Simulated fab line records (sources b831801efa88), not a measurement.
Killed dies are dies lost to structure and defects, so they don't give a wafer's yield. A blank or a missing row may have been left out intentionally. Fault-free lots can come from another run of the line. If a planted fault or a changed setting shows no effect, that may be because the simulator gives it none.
Which of the tools did it? + flow gf180mcu + 33 wafers from 11 lots sampled at 3 of the route's 602 steps

## WHAT EACH GAUGE READ, for each wafer
GF_TOP_METAL_CD_MEAS_14: target cd 440 nm.
| lot  | measured     | on        | cd-nm (nm)        |
|------|--------------|-----------|-------------------|
| L311 | day 28 01:19 | cd-sem-02 | 439.0 438.5 439.4 |
| L312 | day 28 09:49 | cd-sem-01 | 443.0 440.8 439.9 |
| L314 | day 28 21:15 | cd-sem-01 | 436.7 436.9 436.3 |
| L315 | day 29 16:40 | cd-sem-01 | 445.9 447.6 447.9 |
| L316 | day 29 16:56 | cd-sem-02 | 440.6 441.7 440.3 |
| L319 | day 30 22:54 | cd-sem-01 | 442.7 442.1 440.3 |
| L318 | day 31 00:16 | cd-sem-02 | 441.9 439.1 440.7 |
| L325 | day 32 16:45 | cd-sem-01 | 463.5 465.2 440.9 |
| L328 | day 33 05:37 | cd-sem-01 | 441.1 441.4 442.0 |
| L332 | day 34 00:16 | cd-sem-02 | 437.6 437.8 438.7 |
| L333 | day 34 08:16 | cd-sem-01 | 440.9 437.8 439.6 |

## EACH LOT AND THE TOOL THAT RAN IT (in order: tool; ch and the chambers of the sampled wafers; start)
| lot  | GF_V4_SPUTTER_21             | GF_TOP_METAL_COAT_09              |
|------|------------------------------|-----------------------------------|
| L311 | pvd-sputter-03, day 24 10:28 | litho-track-04 ch 0, day 27 14:49 |
| L312 | pvd-sputter-03, day 24 19:43 | litho-track-01 ch 0, day 27 23:47 |
| L314 | pvd-sputter-03, day 25 08:55 | litho-track-02 ch 0, day 28 11:22 |
| L315 | pvd-sputter-02, day 26 05:20 | litho-track-04 ch 0, day 29 07:13 |
| L316 | pvd-sputter-01, day 26 06:16 | litho-track-01 ch 0, day 29 07:21 |
| L319 | pvd-sputter-01, day 27 14:43 | litho-track-04 ch 0, day 30 14:08 |
| L318 | pvd-sputter-02, day 27 15:09 | litho-track-02 ch 0, day 30 15:16 |
| L325 | pvd-sputter-01, day 29 11:02 | litho-track-01 ch 0, day 32 08:24 |
| L328 | pvd-sputter-02, day 30 02:34 | litho-track-04 ch 0, day 32 21:07 |
| L332 | pvd-sputter-02, day 31 00:22 | litho-track-02 ch 0, day 33 16:48 |
| L333 | pvd-sputter-01, day 31 09:17 | litho-track-02 ch 0, day 34 00:13 |
- GF_V4_SPUTTER_21: material Ti, target thk 15 nm, time 80.02 s.
- GF_TOP_METAL_COAT_09: resist thk 1500 nm.

## THE ANSWER, worked out from the rows above alone
Rule: usual is defined by the lots themselves. Put in order of their means at a reading, lots are off if they are a third of the lots or fewer, leave a main group of 4 or more, and stand apart from it by a gap of 3 or more times the standard deviation of the main group's means; of several such gaps the widest counts. A main group is skipped when, at the precision printed for the reading in the tables above, its means are all equal. Also off: a lot with no number at a reading for which 4 or more lots have one. All remaining lots with rows at the step are treated as sound.
Off: L325 (GF_TOP_METAL_CD_MEAS_14, cd-nm). Main group: mean 440.6 nm, sd 2.7.
A tool fits if, at a process step before that reading, it ran every lot that is off, and no sound lot after the first of them. The gauges at GF_TOP_METAL_CD_MEAS_14 are tried like those tools. One fits: litho-track-01 at GF_TOP_METAL_COAT_09. Its last sound lot is L316 (day 29 07:21), its first lot that is off L325 (day 32 08:24): a fault that began between those two fits.

## WHAT WAS PUT IN BY THE SIMULATOR
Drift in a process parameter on litho-track-01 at GF_TOP_METAL_COAT_09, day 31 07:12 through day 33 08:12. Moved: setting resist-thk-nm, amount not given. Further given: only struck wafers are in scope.
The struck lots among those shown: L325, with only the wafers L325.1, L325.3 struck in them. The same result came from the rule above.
